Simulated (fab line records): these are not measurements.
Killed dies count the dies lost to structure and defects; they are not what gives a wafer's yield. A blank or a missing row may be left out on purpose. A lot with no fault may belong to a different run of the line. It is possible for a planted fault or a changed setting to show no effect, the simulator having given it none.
fab line records -- flow sky130 -- part 2 of 2: steps 24 to 33 of 33
record lots=5, wafers=15, last_day=47
route steps=708 shown FIELD_ISO@17 NWELL@32 DNWELL@35 PWDE@45
lots with no fault: from the same line, run without faults
start_h: hours from the record's first day to the start of the lot's first wafer shown -- wait_h: time in hours since the lot's previous step -- " same as the row above -- L1.1+2: several wafers, shown together as one row -- - no value present, or no start provided -- * or withheld: withheld -- < > ~ a bound
route shown NAME@n: names a module that has steps shown in the file, with the first one's number in the route -- usual: the fault-free wafers' mean and standard deviation -- same: alike in all rows -- chamber/n: place in a boat -- sites: the reading at each site -- _std_site: the values' standard deviation -- _edge_site: inner sites' mean taken away from outer sites' mean -- radius_mm: for every site, how far away it sits from the centre of the wafer -- mask NAME#n: copy n -- behind: tool/chamber where the wafer was last shaped -- hold: cause of the lot's hold/its duration in hours/its outcome -- device: the transistor (n, p or np) that didn't switch -- end of line: at the end of the route, the tests of the same wafers -- where a step has no rows: the recipe by itself -- killed: dies lost to structure and defects at the first sort, not the wafer's yield -- map: a wafer's dies, marking killed ones x, the rest . and places with no die _
set.NAME: the setting as run; set.NAME@STEP: as run at that earlier step -- model.NAME: the simulator's own value behind a step, which no gauge read
lots at some steps of the route; a table a step, a row a wafer
services: a tool's chamber out of use, with start hour (start_h, from the record's first day; less than 0 if before it), hours out, and reason
## steps
# step SKY_DNWELL_PEB_05
# recipe temp_c=115, time_s=withheld
# usual resist_line_temp_C=22.99/0.099
lot.wafer,tool,chamber,start_h,wait_h,resist_line_temp_C
L077.2,litho_track-02,0,-,-,23.02
L077.4,litho_track-02,0,-,-,22.93
L077.5,litho_track-02,0,-,-,22.99
L078.1,litho_track-02,0,-,-,23.12
L078.2,litho_track-02,0,-,-,23.05
L078.5,litho_track-02,0,-,-,23.02
L080.1,litho_track-01,0,-,-,22.96
L080.5,litho_track-01,0,-,-,22.97
L080.6,litho_track-01,0,-,-,23.19
L081.1,litho_track-01,0,-,-,22.87
L081.2,litho_track-01,0,-,-,22.93
L081.3,litho_track-01,0,-,-,22.98
L083.1,litho_track-01,0,-,-,22.87
L083.3,litho_track-01,0,-,-,23.00
L083.4,litho_track-01,0,-,-,22.97
# step SKY_DNWELL_DEVELOP_06
# recipe wall_angle_deg=90, developer=TMAH, develop_time_s=60, dev_temp_c=23
# usual resist_line_temp_C=22.99/0.1
lot.wafer,tool,chamber,start_h,wait_h,resist_line_temp_C
L077.2,litho_track-02,0,-,-,22.96
L077.4,litho_track-02,0,-,-,23.07
L077.5,litho_track-02,0,-,-,22.99
L078.1,litho_track-02,0,-,-,23.21
L078.2,litho_track-02,0,-,-,23.01
L078.5,litho_track-02,0,-,-,23.10
L080.1,litho_track-01,0,-,-,22.97
L080.5,litho_track-01,0,-,-,23.17
L080.6,litho_track-01,0,-,-,22.98
L081.1,litho_track-01,0,-,-,23.16
L081.2,litho_track-01,0,-,-,23.15
L081.3,litho_track-01,0,-,-,23.14
L083.1,litho_track-01,0,-,-,22.88
L083.3,litho_track-01,0,-,-,23.02
L083.4,litho_track-01,0,-,-,23.07
# step SKY_DNWELL_IMPLANT_07
# recipe species=P, energy_kev=withheld, dose_cm2=withheld, tilt_deg=withheld
lot.wafer,tool,chamber,start_h,wait_h
L077.2+4+5,implanter-02,0,72.30,-
L078.1+2+5,implanter-03,0,78.67,-
L080.1+5+6,implanter-02,0,88.14,-
L081.1+2+3,implanter-04,0,90.24,-
L083.1+3+4,implanter-03,0,103.24,-
# step SKY_DNWELL_STRIP_08
# recipe chemistry=O2/N2, power_w=1400, pressure_mtorr=1500, platen_temp_c=withheld, o2_flow_sccm=3000, n2_flow_sccm=300, overash_fraction=0.5
# usual drypump_motor_current_A=5.56/0.28, o2_flow_sccm=2999/9, oes_product_au=0.722/0.0044, strip_time_to_endpoint_s=36.51/0.085
# same overash_fraction=0.5
lot.wafer,tool,chamber,start_h,wait_h,drypump_motor_current_A,o2_flow_sccm,oes_product_au,rf_hours_counter_h,strip_time_to_endpoint_s
L077.2,plasma_asher-02,0,72.42,0.1,5.64,3015,0.720,45,36.47
L077.4,plasma_asher-02,0,72.42,0.1,5.66,2995,0.724,-,36.39
L077.5,plasma_asher-02,1,72.42,0.1,5.26,2995,0.720,-,36.45
L078.1,plasma_asher-01,1,78.82,0.1,5.64,2995,0.723,36,36.34
L078.2,plasma_asher-01,0,78.82,0.1,5.76,3010,0.721,36,36.51
L078.5,plasma_asher-01,0,78.82,0.1,5.74,2988,0.722,-,36.42
L080.1,plasma_asher-02,0,88.29,0.1,5.66,2997,0.720,47,36.55
L080.5,plasma_asher-02,1,88.29,0.1,5.22,3002,0.726,-,36.52
L080.6,plasma_asher-02,0,88.29,0.1,5.67,2996,0.715,-,36.43
L081.1,plasma_asher-02,1,90.39,0.1,5.25,2982,0.718,47,36.44
L081.2,plasma_asher-02,0,90.39,0.1,5.65,3006,0.727,47,36.54
L081.3,plasma_asher-02,1,90.39,0.1,5.27,2994,0.721,-,36.50
L083.1,plasma_asher-02,1,103.39,0.1,5.26,3006,0.719,48,36.54
L083.3,plasma_asher-02,1,103.39,0.1,5.24,2997,0.717,-,36.57
L083.4,plasma_asher-02,0,103.39,0.1,5.64,3005,0.720,-,36.54
# step SKY_DNWELL_TW_MEAS_09
# usual DNWELL_TW=1106/10
lot.wafer,tool,chamber,start_h,wait_h,DNWELL_TW
L077.2,film_metro-02,-,72.53,0.1,1094
L077.4,film_metro-02,-,72.53,0.1,1095
L077.5,film_metro-02,-,72.53,0.1,1093
L078.1,film_metro-02,-,78.92,0.1,1093
L078.2,film_metro-02,-,78.92,0.1,1097
L078.5,film_metro-02,-,78.92,0.1,1086
L080.1,film_metro-01,-,88.39,0.1,1115
L080.5,film_metro-01,-,88.39,0.1,1109
L080.6,film_metro-01,-,88.39,0.1,1109
L081.1,film_metro-01,-,90.49,0.1,1112
L081.2,film_metro-01,-,90.49,0.1,1114
L081.3,film_metro-01,-,90.49,0.1,1109
L083.1,film_metro-03,-,103.49,0.1,1108
L083.3,film_metro-03,-,103.49,0.1,1109
L083.4,film_metro-03,-,103.49,0.1,1112
# step SKY_PWDE_DEHYDRATE_00
# recipe temp_c=200, time_s=60
# usual resist_line_temp_C=22.98/0.11
lot.wafer,tool,chamber,start_h,wait_h,resist_line_temp_C
L077.2,litho_track-04,0,79.85,7.3,22.76
L077.4,litho_track-04,0,79.85,7.3,22.99
L077.5,litho_track-04,0,79.85,7.3,22.95
L078.1,litho_track-03,0,86.06,7.1,23.10
L078.2,litho_track-03,0,86.06,7.1,22.87
L078.5,litho_track-03,0,86.06,7.1,22.94
L080.1,litho_track-03,0,96.81,8.4,23.13
L080.5,litho_track-03,0,96.81,8.4,22.97
L080.6,litho_track-03,0,96.81,8.4,23.03
L081.1,litho_track-04,0,98.47,8.0,23.00
L081.2,litho_track-04,0,98.47,8.0,23.06
L081.3,litho_track-04,0,98.47,8.0,23.05
L083.1,litho_track-01,0,111.39,7.9,23.04
L083.3,litho_track-01,0,111.39,7.9,23.21
L083.4,litho_track-01,0,111.39,7.9,23.10
# step SKY_PWDE_HMDS_01
# recipe prime_time_s=60, prime_temp_c=120
# usual resist_line_temp_C=22.97/0.091
lot.wafer,tool,chamber,start_h,wait_h,resist_line_temp_C
L077.2,litho_track-04,0,80.00,0.1,22.95
L077.4,litho_track-04,0,80.00,0.1,22.98
L077.5,litho_track-04,0,80.00,0.1,23.00
L078.1,litho_track-03,0,86.21,0.1,23.05
L078.2,litho_track-03,0,86.21,0.1,23.00
L078.5,litho_track-03,0,86.21,0.1,22.94
L080.1,litho_track-03,0,96.96,0.1,23.14
L080.5,litho_track-03,0,96.96,0.1,22.83
L080.6,litho_track-03,0,96.96,0.1,22.88
L081.1,litho_track-04,0,98.62,0.1,22.94
L081.2,litho_track-04,0,98.62,0.1,22.94
L081.3,litho_track-04,0,98.62,0.1,23.07
L083.1,litho_track-01,0,111.54,0.1,23.00
L083.3,litho_track-01,0,111.54,0.1,23.08
L083.4,litho_track-01,0,111.54,0.1,23.03
# step SKY_PWDE_COAT_02
# recipe spin_rpm=2000, resist_thk_nm=3000
# usual resist_line_temp_C=22.97/0.11, spin_speed_rpm=1999.9/1.5
lot.wafer,tool,chamber,start_h,wait_h,resist_line_temp_C,spin_speed_rpm
L077.2,litho_track-04,0,80.15,0.1,23.20,1998.5
L077.4,litho_track-04,0,80.15,0.1,23.18,1999.3
L077.5,litho_track-04,0,80.15,0.1,23.02,2001.4
L078.1,litho_track-03,0,86.36,0.1,23.12,1999.5
L078.2,litho_track-03,0,86.36,0.1,23.16,2002.2
L078.5,litho_track-03,0,86.36,0.1,23.08,1999.9
L080.1,litho_track-03,0,97.11,0.1,22.98,1999.6
L080.5,litho_track-03,0,97.11,0.1,22.86,1997.2
L080.6,litho_track-03,0,97.11,0.1,22.88,2000.8
L081.1,litho_track-04,0,98.77,0.1,23.07,1999.1
L081.2,litho_track-04,0,98.77,0.1,23.09,2001.4
L081.3,litho_track-04,0,98.77,0.1,23.06,1999.7
L083.1,litho_track-01,0,111.69,0.1,22.93,1998.1
L083.3,litho_track-01,0,111.69,0.1,22.79,1999.5
L083.4,litho_track-01,0,111.69,0.1,22.79,1998.6
# step SKY_PWDE_SOFTBAKE_03
# recipe temp_c=110, time_s=withheld
# usual resist_line_temp_C=22.98/0.11
lot.wafer,tool,chamber,start_h,wait_h,resist_line_temp_C
L077.2,litho_track-04,0,80.30,0.1,22.82
L077.4,litho_track-04,0,80.30,0.1,23.15
L077.5,litho_track-04,0,80.30,0.1,22.89
L078.1,litho_track-03,0,86.51,0.1,23.04
L078.2,litho_track-03,0,86.51,0.1,22.96
L078.5,litho_track-03,0,86.51,0.1,22.94
L080.1,litho_track-03,0,97.26,0.1,23.08
L080.5,litho_track-03,0,97.26,0.1,22.91
L080.6,litho_track-03,0,97.26,0.1,22.83
L081.1,litho_track-04,0,98.92,0.1,22.89
L081.2,litho_track-04,0,98.92,0.1,22.80
L081.3,litho_track-04,0,98.92,0.1,22.92
L083.1,litho_track-01,0,111.84,0.1,22.97
L083.3,litho_track-01,0,111.84,0.1,22.97
L083.4,litho_track-01,0,111.84,0.1,23.08
# step SKY_PWDE_EXPOSE_04
# recipe mask_id=PWDEM, na=0.6, source_shape=conventional, sigma_outer=0.6, polarization=unpolarized, target_cd_nm=840, dose_mj=214
# usual exposure_dose_mJ_cm2=213.98/0.21
lot.wafer,tool,chamber,start_h,wait_h,mask,exposure_dose_mJ_cm2
L077.2,iline_stepper-02,0,-,-,PWDEM#0,213.83
L077.4,iline_stepper-02,0,-,-,PWDEM#0,213.99
L077.5,iline_stepper-02,0,-,-,PWDEM#0,214.13
L078.1,iline_stepper-01,0,-,-,PWDEM#0,214.15
L078.2,iline_stepper-01,0,-,-,PWDEM#0,213.97
L078.5,iline_stepper-01,0,-,-,PWDEM#0,213.97
L080.1,iline_stepper-02,0,-,-,PWDEM#0,214.28
L080.5,iline_stepper-02,0,-,-,PWDEM#0,214.49
L080.6,iline_stepper-02,0,-,-,PWDEM#0,213.86
L081.1,iline_stepper-02,0,-,-,PWDEM#0,214.02
L081.2,iline_stepper-02,0,-,-,PWDEM#0,213.66
L081.3,iline_stepper-02,0,-,-,PWDEM#0,214.09
L083.1,iline_stepper-02,0,-,-,PWDEM#0,213.95
L083.3,iline_stepper-02,0,-,-,PWDEM#0,213.79
L083.4,iline_stepper-02,0,-,-,PWDEM#0,213.87
## services
tool,chamber,start_h,hours,kind
cmp-02,-,21.25,1.5,repair
implanter-04,-,23.20,2.4,repair
implanter-03,-,24.52,2.4,repair
rie_si-02,2,26.95,1.3,repair
rie_si-01,2,27.09,3.9,repair
implanter-03,-,33.50,2.0,repair
furnace-02,-,42.25,2.3,pm
hdpcvd-01,-,63.48,1.1,repair
cmp-01,-,64.00,4.0,pm
cmp-01,-,68.00,-,consumable_replace:conditioner
cmp-01,-,68.00,-,consumable_replace:pad
cmp-02,-,68.30,0.2,repair
iline_stepper-01,-,77.32,2.1,pm
iline_stepper-01,-,79.41,-,consumable_replace:lamp
iline_stepper-02,-,80.86,1.7,pm
hdpcvd-01,-,81.75,5.5,pm
furnace-02,-,85.65,3.7,pm
iline_stepper-02,0,86.39,-,calibration
furnace-02,-,89.34,3.1,pm
implanter-04,-,99.52,10.9,repair
rie_si-02,2,102.75,8.3,repair
plasma_asher-02,-,108.75,9.0,pm
plasma_asher-02,0,108.75,9.0,vent_cycle
plasma_asher-02,1,108.75,9.0,vent_cycle
